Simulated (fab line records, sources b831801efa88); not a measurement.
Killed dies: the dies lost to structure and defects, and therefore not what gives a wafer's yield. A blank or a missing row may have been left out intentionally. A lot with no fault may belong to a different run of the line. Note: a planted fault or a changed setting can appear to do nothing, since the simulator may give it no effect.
fab line records | flow sky130 | part 1 of 2: steps 1 to 22 of 30
record: lots: 5 wafers: 15 last-day: 49
route steps=708 shown VIA2@513 METAL3@532 CAPM@537
lots with no fault: from the same line, run without faults
start-h: the number of hours between the record's first day and the start of the first shown wafer of the lot | wait-h: hours from the lot's prior step to this one | " unchanged from the row above | L1.1+2: a row that stands for several wafers | - no value, or no start given | * or withheld: withheld | < > ~ a bound
route shown NAME@n: names a module that has steps shown in the file, with the first one's number in the route | usual: mean/standard deviation taken from wafers without a fault | same: alike in all rows | chamber/n: place in a boat | sites: the reading at each site | _std_site: standard deviation across them | _edge_site: the outer-site mean with the inner-site mean subtracted | radius-mm: how far each site lies from the wafer's centre | mask NAME#n: copy n | behind: the tool/chamber that last shaped the wafer | hold: what put the lot on hold/how long, in hours/how the hold closed | device: transistor that didn't switch, given as n, p or np | end of line: tests run on the same wafers once the route is complete | for a step that has no rows: nothing shown but its recipe | killed: dies that structure and defects cost at the first sort, which is not the same as the wafer's yield | map: a wafer's dies, x killed, . not, _ none there
set.NAME: the setting that was run; set.NAME@STEP: the one run at that earlier step | model.NAME: the simulator's own value behind a step, which no gauge read
a table for each step, a row for each wafer; lots at some steps of the route
services: when a tool's chamber went out of use (start-h, in hours from the record's first day, below 0 if earlier), for how many hours, and the reason
== steps ==
step: SKY_VIA2_COAT_06
recipe: resist: BARC temp-c: withheld time-s: withheld spin-rpm: 3000 resist-thk-nm: 60
usual: exhaust-pa: 45.3/0.96 resist-line-temp-C: *
columns lot.wafer tool chamber start-h wait-h exhaust-pa resist-line-temp-C
L082.1 litho-track-03 0 904.17 0.1 44.8 *
L082.4 " 0 " " 44.7 *
L082.5 " 0 " " 46.3 *
L088.2 litho-track-03 0 944.75 0.1 44.8 *
L088.3 " 0 " " 45.2 *
L088.5 " 0 " " 44.6 *
L089.1 litho-track-03 0 950.87 0.1 46.4 *
L089.2 " 0 " " 46.4 *
L089.6 " 0 " " 44.7 *
L090.1 litho-track-03 0 956.67 0.1 44.8 *
L090.2 " 0 " " 44.8 *
L090.5 " 0 " " 44.6 *
L091.1 litho-track-02 0 966.46 0.1 46.2 *
L091.3 " 0 " " 45.8 *
L091.5 " 0 " " 47.2 *
step: SKY_VIA2_COAT_07
recipe: resist: KrF-thick spin-rpm: 3000 resist-thk-nm: 450
usual: exhaust-pa: 44.7/0.85 resist-line-temp-C: 23.02/0.12
columns lot.wafer tool chamber start-h wait-h exhaust-pa resist-line-temp-C
L082.1 litho-track-03 0 - - 45.0 22.89
L082.4 " 0 " " 45.0 22.84
L082.5 " 0 " " 44.6 22.94
L088.2 litho-track-03 0 - - 46.5 22.93
L088.3 " 0 " " 44.4 23.13
L088.5 " 0 " " 43.4 23.14
L089.1 litho-track-03 0 - - 45.3 22.88
L089.2 " 0 " " 44.8 22.95
L089.6 " 0 " " 45.0 22.92
L090.1 litho-track-03 0 - - 43.1 22.95
L090.2 " 0 " " 43.7 22.95
L090.5 " 0 " " 43.9 22.92
L091.1 litho-track-02 0 - - 44.0 23.01
L091.3 " 0 " " 42.4 23.07
L091.5 " 0 " " 44.3 23.06
step: SKY_VIA2_SOFTBAKE_08
recipe: temp-c: 100 time-s: 90 resist: KrF-thick
usual: exhaust-pa: 44.7/0.99 resist-line-temp-C: 23.03/0.12
columns lot.wafer tool chamber start-h wait-h exhaust-pa resist-line-temp-C
L082.1 litho-track-03 0 - - 44.4 22.93
L082.4 " 0 " " 45.7 23.08
L082.5 " 0 " " 44.8 23.03
L088.2 litho-track-03 0 - - 45.8 23.01
L088.3 " 0 " " 45.9 22.91
L088.5 " 0 " " 45.1 22.88
L089.1 litho-track-03 0 - - 46.1 23.17
L089.2 " 0 " " 46.9 23.23
L089.6 " 0 " " 45.8 23.17
L090.1 litho-track-03 0 - - 44.7 23.12
L090.2 " 0 " " 45.7 23.20
L090.5 " 0 " " 45.2 23.20
L091.1 litho-track-02 0 - - 43.6 22.84
L091.3 " 0 " " 43.8 22.94
L091.5 " 0 " " 44.6 22.94
step: SKY_VIA2_EXPOSE_09
recipe: mask-id: VIM2 na: 0.8 source-shape: annular sigma-inner: 0.55 sigma-outer: 0.85 target-cd-nm: 200 dose-mj: 38
usual: exposure-dose-mJ-cm2: 37.99/0.041
same: na: 0.8
columns lot.wafer tool chamber start-h wait-h mask exposure-dose-mJ-cm2
L082.1 krf-scanner-01 0 - - VIM2#0 37.98
L082.4 " 0 " " VIM2#0 38.00
L082.5 " 0 " " VIM2#0 37.94
L088.2 krf-scanner-01 0 - - VIM2#0 38.01
L088.3 " 0 " " VIM2#0 38.08
L088.5 " 0 " " VIM2#0 38.04
L089.1 krf-scanner-01 0 - - VIM2#0 37.92
L089.2 " 0 " " VIM2#0 37.93
L089.6 " 0 " " VIM2#0 38.00
L090.1 krf-scanner-01 0 - - VIM2#0 37.99
L090.2 " 0 " " VIM2#0 37.99
L090.5 " 0 " " VIM2#0 38.03
L091.1 krf-scanner-02 0 - - VIM2#0 37.94
L091.3 " 0 " " VIM2#0 37.93
L091.5 " 0 " " VIM2#0 37.96
step: SKY_VIA2_PEB_10
recipe: peb-temp-c: withheld peb-time-s: withheld resist: KrF-thick
usual: exhaust-pa: 44.8/0.85 resist-line-temp-C: *
columns lot.wafer tool chamber start-h wait-h exhaust-pa resist-line-temp-C
L082.1 litho-track-04 0 - - 47.0 *
L082.4 " 0 " " 45.4 *
L082.5 " 0 " " 44.3 *
L088.2 litho-track-03 0 - - 46.1 *
L088.3 " 0 " " 44.7 *
L088.5 " 0 " " 45.9 *
L089.1 litho-track-03 0 - - 43.4 *
L089.2 " 0 " " 45.5 *
L089.6 " 0 " " 44.1 *
L090.1 litho-track-04 0 - - 44.8 *
L090.2 " 0 " " 45.3 *
L090.5 " 0 " " 45.1 *
L091.1 litho-track-04 0 - - 45.3 *
L091.3 " 0 " " 45.6 *
L091.5 " 0 " " 45.1 *
step: SKY_VIA2_DEVELOP_11
recipe: develop-time-s: 60 resist: KrF-thick dev-temp-c: 21
usual: developer-temp-C: 21.01/0.11 exhaust-pa: 45.1/1 resist-line-temp-C: 23.00/0.091
columns lot.wafer tool chamber start-h wait-h developer-temp-C exhaust-pa resist-line-temp-C
L082.1 litho-track-04 0 - - 21.16 44.1 23.11
L082.4 " 0 " " 21.06 44.9 23.00
L082.5 " 0 " " 20.99 45.5 23.01
L088.2 litho-track-03 0 - - 20.77 46.6 22.95
L088.3 " 0 " " 21.02 46.3 23.10
L088.5 " 0 " " 20.90 46.2 22.99
L089.1 litho-track-03 0 - - 20.89 44.9 23.01
L089.2 " 0 " " 21.06 44.7 23.14
L089.6 " 0 " " 20.96 45.3 22.99
L090.1 litho-track-04 0 - - 21.15 45.8 22.99
L090.2 " 0 " " 21.17 46.9 22.94
L090.5 " 0 " " 21.25 47.3 23.06
L091.1 litho-track-04 0 - - 21.11 45.2 22.89
L091.3 " 0 " " 21.05 46.4 23.01
L091.5 " 0 " " 21.12 44.5 23.15
step: SKY_VIA2_CD_MEAS_12
recipe: target-cd-nm: 200
usual: cd-nm: 199.4/1.3
columns lot.wafer tool chamber start-h wait-h cd-nm
L082.1 cd-sem-01 - 917.45 - 201.5
L082.4 " - " " 200.8
L082.5 " - " " 200.6
L088.2 cd-sem-02 - 957.54 - 196.5
L088.3 " - " " 197.6
L088.5 " - " " 196.4
L089.1 cd-sem-01 - 962.77 - 199.4
L089.2 " - " " 200.8
L089.6 " - " " 200.1
L090.1 cd-sem-02 - 969.00 - 198.8
L090.2 " - " " 199.2
L090.5 " - " " 199.3
L091.1 cd-sem-01 - 978.60 - 199.3
L091.3 " - " " 198.9
L091.5 " - " " 199.7
step: SKY_VIA2_OVL_MEAS_13
usual: VIA2_OVL: 7/5.2
columns lot.wafer tool chamber start-h wait-h VIA2_OVL[nm]
L082.1 overlay-02 - 917.57 0.1 -1
L082.4 " - " " 9
L082.5 " - " " -1
L088.2 overlay-01 - 957.65 0.1 7
L088.3 " - " " 6
L088.5 " - " " 7
L089.1 overlay-02 - 962.89 0.1 5
L089.2 " - " " 7
L089.6 " - " " 3
L090.1 overlay-01 - 969.12 0.1 6
L090.2 " - " " 13
L090.5 " - " " 6
L091.1 overlay-01 - 978.72 0.1 2
L091.3 " - " " 2
L091.5 " - " " 4
step: SKY_VIA2_ETCH_14
recipe: chemistry: N2/H2 target: BARC ion-energy-ev: 200 source-w: 500 bias-w: 100 pressure-mtorr: 30 n2-flow-sccm: 100 h2-flow-sccm: 200 stop-on: SiO2 time-s: 45.9 target-depth-a: 600
usual: drypump-motor-current-A: 5.8/0.48 oes-product-au: 0.855/0.0043 throttle-valve-pct: 13.225/0.0085
columns lot.wafer tool chamber start-h wait-h drypump-motor-current-A oes-product-au rf-hours-counter-h throttle-valve-pct
L082.1 rie-diel-02 2 917.61 0.0 5.7 0.853 14 13.224
L082.4 " 0 " " 5.4 0.851 11 13.244
L082.5 " 2 " " 5.7 0.861 - 13.230
L088.2 rie-diel-03 1 957.68 0.0 6.5 0.851 18 13.241
L088.3 " 0 " " 6.2 0.855 18 13.226
L088.5 " 0 " " 6.2 0.855 - 13.230
L089.1 rie-diel-03 2 962.93 0.0 6.3 0.858 6 13.236
L089.2 " 0 " " 6.2 0.850 18 13.229
L089.6 " 1 " " 6.6 0.851 - 13.221
L090.1 rie-diel-01 2 969.16 0.0 5.5 0.849 13 13.238
L090.2 " 3 " " 5.5 0.858 7 13.236
L090.5 " 1 " " 5.8 0.856 - 13.236
L091.1 rie-diel-01 0 978.76 0.0 5.2 0.852 23 13.224
L091.3 " 1 " " 5.7 0.848 5 13.226
L091.5 " 1 " " 5.7 0.855 - 13.219
step: SKY_VIA2_ETCH_15
recipe: target: SiO2 chemistry: C4F8/O2/Ar target-depth-nm: 546 stop-on: TiN mask-material: KrF-thick source-w: 1500 bias-w: 1200 pressure-mtorr: 40 c4f8-flow-sccm: withheld O2_flow_sccm: 6 Ar_flow_sccm: 300 time-s: 84
usual: oes-product-au: 0.939/0.0045
columns lot.wafer tool chamber start-h wait-h oes-product-au rf-hours-counter-h
L082.1 rie-diel-02 2 917.65 0.0 0.943 14
L082.4 " 0 " " 0.947 11
L082.5 " 2 " " 0.937 -
L088.2 rie-diel-03 1 957.72 0.0 0.930 18
L088.3 " 0 " " 0.936 18
L088.5 " 0 " " 0.931 -
L089.1 rie-diel-03 2 962.97 0.0 0.935 6
L089.2 " 0 " " 0.943 18
L089.6 " 1 " " 0.945 -
L090.1 rie-diel-01 2 969.20 0.0 0.947 13
L090.2 " 3 " " 0.939 7
L090.5 " 1 " " 0.938 -
L091.1 rie-diel-01 0 978.80 0.0 0.939 24
L091.3 " 1 " " 0.944 5
L091.5 " 1 " " 0.934 -
step: SKY_VIA2_STRIP_16
recipe: chemistry: O2/N2 power-w: 1400 pressure-mtorr: 1500 platen-temp-c: withheld o2-flow-sccm: 3000 n2-flow-sccm: 300 overash-fraction: 0.5
usual: drypump-motor-current-A: 5.4/0.3 oes-product-au: 0.399/0.0043 strip-time-to-endpoint-s: 4.051/0.026
columns lot.wafer tool chamber start-h wait-h drypump-motor-current-A oes-product-au rf-hours-counter-h strip-time-to-endpoint-s
L082.1 plasma-asher-04 0 917.71 0.0 5.1 0.400 112 4.092
L082.4 " 1 " " 5.9 0.396 - 4.079
L082.5 " 0 " " 5.1 0.399 - 4.046
L088.2 plasma-asher-03 1 957.79 0.0 5.2 0.396 84 4.027
L088.3 " 0 " " 5.3 0.399 - 4.038
L088.5 " 1 " " 5.2 0.390 - 4.026
L089.1 plasma-asher-04 1 963.03 0.0 5.9 0.393 118 4.034
L089.2 " 0 " " 5.1 0.404 118 4.035
L089.6 " 1 " " 5.8 0.405 - 4.028
L090.1 plasma-asher-02 1 969.26 0.0 5.7 0.393 18 4.044
L090.2 " 0 " " 5.1 0.395 18 4.010
L090.5 " 1 " " 5.7 0.395 - 4.023
L091.1 plasma-asher-04 0 978.86 0.0 5.1 0.395 120 4.054
L091.3 " 0 " " 5.1 0.401 - 4.020
L091.5 " 1 " " 5.9 0.403 - 4.034
step: SKY_VIA2_STRIP_17
recipe: chemistry: post-etch-residue-remover time-s: 1200 temp-c: 72.5
columns lot.wafer tool chamber start-h wait-h
L082.1+4+5 wet-bench-02 0 917.81 0.1
L088.2+3+5 wet-bench-02 2 957.89 0.1
L089.1+2+6 wet-bench-02 2 963.13 0.1
L090.1+2+5 wet-bench-03 0 969.36 0.1
L091.1+3+5 wet-bench-03 1 978.96 0.1
step: SKY_VIA2_CLEAN_18
recipe: chemistry: IPA time-s: 180 temp-c: 25
columns lot.wafer tool chamber start-h wait-h
L082.1+4+5 wet-bench-04 2 918.15 0.0
L088.2+3+5 wet-bench-03 3 958.23 0.0
L089.1+2+6 wet-bench-04 3 963.48 0.0
L090.1+2+5 wet-bench-04 2 969.70 0.0
L091.1+3+5 wet-bench-04 2 979.30 0.0
step: SKY_VIA2_CLEAN_19
recipe: chemistry: O3/DIW dry: n2-spin
columns lot.wafer tool chamber start-h wait-h
L082.1+4+5 wet-bench-03 1 918.21 0.0
L088.2+3+5 wet-bench-02 1 958.29 0.0
L089.1+2+6 wet-bench-03 1 963.53 0.0
L090.1+2+5 wet-bench-03 1 969.76 0.0
L091.1+3+5 wet-bench-03 2 979.37 0.0
step: SKY_VIA2_SPUTTER_20
recipe: material: TiN target-thk-nm: 20 chamber-pressure-pa: 5 power-w: 4000 time-s: 80
usual: cathode-dc-power-W: 4000.0/0.72 chamber-pressure-pa: 5.001/0.0087 throttle-valve-pct: 29.7/0.8
columns lot.wafer tool chamber start-h wait-h cathode-dc-power-W chamber-pressure-pa throttle-valve-pct
L082.1 pvd-sputter-02 - 918.30 0.0 4000.3 5.004 29.2
L082.4 " - " " 4000.0 5.004 28.6
L082.5 " - " " 3998.9 5.011 28.6
L088.2 pvd-sputter-02 - 958.38 0.0 3999.4 4.992 30.4
L088.3 " - " " 3998.6 5.008 28.6
L088.5 " - " " 4001.4 5.014 29.0
L089.1 pvd-sputter-02 - 963.63 0.0 4000.8 5.004 28.9
L089.2 " - " " 4000.6 5.001 29.2
L089.6 " - " " 3999.5 5.006 29.1
L090.1 pvd-sputter-01 - 969.85 0.0 3999.7 4.992 29.8
L090.2 " - " " 3998.7 4.986 31.4
L090.5 " - " " 3999.9 5.012 30.9
L091.1 pvd-sputter-01 - 979.46 0.0 3999.3 4.997 31.5
L091.3 " - " " 3999.8 5.014 30.7
L091.5 " - " " 4000.8 5.009 29.8
step: SKY_VIA2_CVD_21
recipe: material: W target-thk-nm: 420 time-s: 126.4 temp-c: 400 pressure-torr: 40
usual: heater-power-w: 785/57
columns lot.wafer tool chamber start-h wait-h heater-power-w
L082.1 cvd-w-02 0 918.36 0.0 816
L082.4 " 1 " " 697
L082.5 " 1 " " 706
L088.2 cvd-w-02 0 958.44 0.0 810
L088.3 " 0 " " 812
L088.5 " 1 " " 688
L089.1 cvd-w-01 0 963.69 0.0 742
L089.2 " 1 " " 838
L089.6 " 0 " " 750
L090.1 cvd-w-02 0 969.91 0.0 821
L090.2 " 1 " " 700
L090.5 " 1 " " 696
L091.1 cvd-w-01 1 979.52 0.0 853
L091.3 " 0 " " 754
L091.5 " 0 " " 748
step: SKY_VIA2_RS_MEAS_22
recipe: thk-meas-gauge: four-point-probe reads: W_of_VIA2_CVD_21+TiN_of_VIA2_SPUTTER_20
usual: VIA2_W_RS: 0.2759/0.0027
columns lot.wafer tool chamber start-h wait-h VIA2_W_RS[ohm/sq]
L082.1 film-metro-04 - 918.49 0.1 0.2717
L082.4 " - " " 0.2721
L082.5 " - " " 0.2733
L088.2 film-metro-04 - 958.59 0.1 0.2725
L088.3 " - " " 0.2756
L088.5 " - " " 0.2756
L089.1 film-metro-04 - 963.82 0.1 0.2800
L089.2 " - " " 0.2802
L089.6 " - " " 0.2807
L090.1 film-metro-01 - 970.04 0.1 0.2729
L090.2 " - " " 0.2763
L090.5 " - " " 0.2788
L091.1 film-metro-04 - 979.65 0.1 0.2761
L091.3 " - " " 0.2798
L091.5 " - " " 0.2791
step: SKY_VIA2_THK_MEAS_23
recipe: thk-meas-gauge: xrf reads: W_of_VIA2_CVD_21
usual: VIA2_W_THK: 418/10
columns lot.wafer tool chamber start-h wait-h VIA2_W_THK[nm]
L082.1 film-metro-04 - 918.61 0.1 415
L082.4 " - " " 415
L082.5 " - " " 417
L088.2 film-metro-04 - 958.70 0.1 412
L088.3 " - " " 408
L088.5 " - " " 407
L089.1 film-metro-04 - 963.94 0.1 405
L089.2 " - " " 410
L089.6 " - " " 406
L090.1 film-metro-01 - 970.16 0.1 435
L090.2 " - " " 429
L090.5 " - " " 426
L091.1 film-metro-04 - 979.77 0.1 411
L091.3 " - " " 409
L091.5 " - " " 408
step: SKY_VIA2_CMP_24
recipe: stop-on: SiO2 t-overpolish-s: 20 down-force-psi: 3.5 platen-rpm: 60 target-thk-nm: 0 pad-velocity-m-s: 0.94248
usual: motor-current-A: 10.4/1 overpolish-run-s: 19.998/0.0095 slurry-filter-dp-kPa: 13.49/0.14 slurry-flow-ml-min: 150.0/0.43 time-to-endpoint-s: 100/3
columns lot.wafer tool chamber start-h wait-h motor-current-A overpolish-run-s slurry-filter-dp-kPa slurry-flow-ml-min time-to-endpoint-s
L082.4 cmp-01 1 918.72 0.1 10.7 19.999 13.63 149.6 100
L082.1 " 2 " " 9.3 20.002 13.59 149.7 105
L082.5 " 0 " " 11.9 20.000 13.42 149.5 103
L088.2 cmp-02 2 958.85 0.1 8.4 19.996 13.38 149.0 101
L088.3 " 3 " " 10.0 19.990 13.34 150.2 103
L088.5 " 1 " " 10.9 19.993 13.49 150.3 100
L089.2 cmp-02 0 964.00 0.0 11.0 20.012 13.37 149.9 100
L089.1 " 2 " " 8.9 20.002 13.51 150.3 97
L089.6 " 1 " " 11.3 19.991 13.35 149.3 99
L090.1 cmp-01 1 970.27 0.1 10.5 19.996 13.68 150.1 101
L090.2 " 3 " " 10.3 20.004 13.21 149.9 100
L090.5 " 1 " " 10.7 20.000 13.31 150.8 96
L091.3 cmp-01 1 979.88 0.1 10.5 19.988 13.58 149.6 95
L091.1 " 2 " " 9.6 20.008 13.39 149.6 98
L091.5 " 1 " " 11.5 20.000 13.50 149.8 96
step: SKY_METAL3_SPUTTER_00
recipe: material: Ti target-thk-nm: 15 power-w: 3000 time-s: 10 chamber-pressure-pa: 0.4
usual: cathode-dc-power-W: 2999.9/0.6 chamber-pressure-pa: 0.4000/0.00074 throttle-valve-pct: 29.7/0.89
columns lot.wafer tool chamber start-h wait-h cathode-dc-power-W chamber-pressure-pa throttle-valve-pct
L082.1 pvd-sputter-01 - 918.97 0.1 2999.7 0.4003 29.8
L082.4 " - " " 3000.3 0.4000 30.7
L082.5 " - " " 3000.8 0.3992 29.8
L088.2 pvd-sputter-03 - 959.05 0.1 2999.7 0.4004 29.1
L088.3 " - " " 3000.0 0.4002 29.5
L088.5 " - " " 3000.6 0.4003 30.0
L089.1 pvd-sputter-03 - 964.30 0.1 2999.7 0.3996 29.1
L089.2 " - " " 3000.1 0.4008 29.1
L089.6 " - " " 3000.3 0.3989 29.2
L090.1 pvd-sputter-03 - 970.52 0.2 3001.4 0.3992 29.0
L090.2 " - " " 3000.7 0.3993 29.3
L090.5 " - " " 3000.2 0.4004 29.2
L091.1 pvd-sputter-04 - 980.13 0.1 2999.2 0.3996 27.3
L091.3 " - " " 3000.1 0.4000 28.3
L091.5 " - " " 3000.6 0.3994 28.8
step: SKY_METAL3_SPUTTER_01
recipe: material: TiN target-thk-nm: 20 power-w: 6500 time-s: 16.7 chamber-pressure-pa: 0.4
usual: cathode-dc-power-W: 6500.0/1 chamber-pressure-pa: 0.4000/0.00081 throttle-valve-pct: 29.7/0.85
columns lot.wafer tool chamber start-h wait-h cathode-dc-power-W chamber-pressure-pa throttle-valve-pct
L082.1 pvd-sputter-01 - 919.00 0.0 6500.5 0.4003 29.6
L082.4 " - " " 6500.5 0.4003 30.8
L082.5 " - " " 6500.9 0.3999 29.8
L088.2 pvd-sputter-03 - 959.08 0.0 6499.4 0.4007 29.3
L088.3 " - " " 6499.6 0.3996 29.7
L088.5 " - " " 6499.8 0.4005 29.9
L089.1 pvd-sputter-03 - 964.33 0.0 6500.0 0.4008 29.4
L089.2 " - " " 6499.7 0.3997 29.1
L089.6 " - " " 6499.9 0.3998 29.8
L090.1 pvd-sputter-03 - 970.55 0.0 6500.8 0.4008 29.0
L090.2 " - " " 6498.5 0.4003 29.4
L090.5 " - " " 6500.2 0.4003 29.3
L091.1 pvd-sputter-04 - 980.15 0.0 6499.3 0.3998 27.5
L091.3 " - " " 6499.8 0.4000 28.5
L091.5 " - " " 6502.0 0.3999 28.5
step: SKY_METAL3_SPUTTER_02
recipe: material: AlCu target-thk-nm: 735 power-w: 10600 time-s: 39.1 chamber-pressure-pa: 0.4
usual: cathode-dc-power-W: 10600/2 chamber-pressure-pa: 0.4001/0.00075 throttle-valve-pct: 29.7/0.86
columns lot.wafer tool chamber start-h wait-h cathode-dc-power-W chamber-pressure-pa throttle-valve-pct
L082.1 pvd-sputter-01 - 919.02 0.0 10602 0.4011 29.7
L082.4 " - " " 10598 0.4002 30.7
L082.5 " - " " 10599 0.3995 29.9
L088.2 pvd-sputter-03 - 959.10 0.0 10601 0.3995 29.3
L088.3 " - " " 10600 0.4006 30.0
L088.5 " - " " 10600 0.3997 29.7
L089.1 pvd-sputter-03 - 964.35 0.0 10600 0.3992 29.4
L089.2 " - " " 10600 0.3997 29.1
L089.6 " - " " 10595 0.3997 29.2
L090.1 pvd-sputter-03 - 970.57 0.0 10603 0.3998 29.0
L090.2 " - " " 10598 0.4003 29.2
L090.5 " - " " 10599 0.3990 29.2
L091.1 pvd-sputter-04 - 980.18 0.0 10601 0.4004 27.5
L091.3 " - " " 10603 0.3996 28.3
L091.5 " - " " 10598 0.3996 28.3
